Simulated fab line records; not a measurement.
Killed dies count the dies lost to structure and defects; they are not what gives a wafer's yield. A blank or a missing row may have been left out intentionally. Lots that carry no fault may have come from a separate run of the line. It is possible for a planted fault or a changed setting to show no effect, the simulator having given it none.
Chamber matching    flow gf180mcu    cmp-01 running GF_V4_CMP_26: 4 sister chambers
The step polishes, stops on SiO2, t overpolish 15 s, target thk 0 nm. 4 wafers are shown with their chamber, then 9 later ones without.

== EACH WAFER AND ITS CHAMBER ==
wafer   chamber  motor-current-A (A)
L857.2  3        12.8
L860.5  1        9.5
L861.1  0        10.3
L861.6  2        10.8

== WAFERS WITHOUT THEIR CHAMBER ==
wafer   motor-current-A (A)
L862.1  10.5
L862.3  10.0
L862.4  12.7
L865.1  10.1
L865.2  11.8
L865.6  10.2
L866.2  12.1
L866.3  9.6
L866.4  12.1

== CHAMBER TAKEN BY EACH ==
wafer   from the rows above           in truth
L862.1  can't be placed: 0 or 2 or 1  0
L862.3  can't be placed: 0 or 1 or 2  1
L862.4  3                             3
L865.1  can't be placed: 0 or 1 or 2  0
L865.2  can't be placed: 2 or 3 or 0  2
L865.6  can't be placed: 0 or 2 or 1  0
L866.2  can't be placed: 3 or 2       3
L866.3  can't be placed: 1 or 0       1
L866.4  can't be placed: 3 or 2       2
1 of 9 placed correctly. These rows do not allow placing 8 (true chamber among the candidates in 8). 0 placed wrongly.
How it was worked out, from the rows above alone: a wafer's distance from a chamber is the root of the sum, over the readings, of the square of ((its reading less the chamber's mean) divided by the reading's scatter). The wafer belongs to the nearest chamber; if the next one is less than 2 further off, it can't be placed. The mean given for a chamber averages the wafers shown for that chamber. The scatter: with one shown wafer a chamber, the root of the mean of the squares of how far each hidden wafer lies from its nearest shown one.
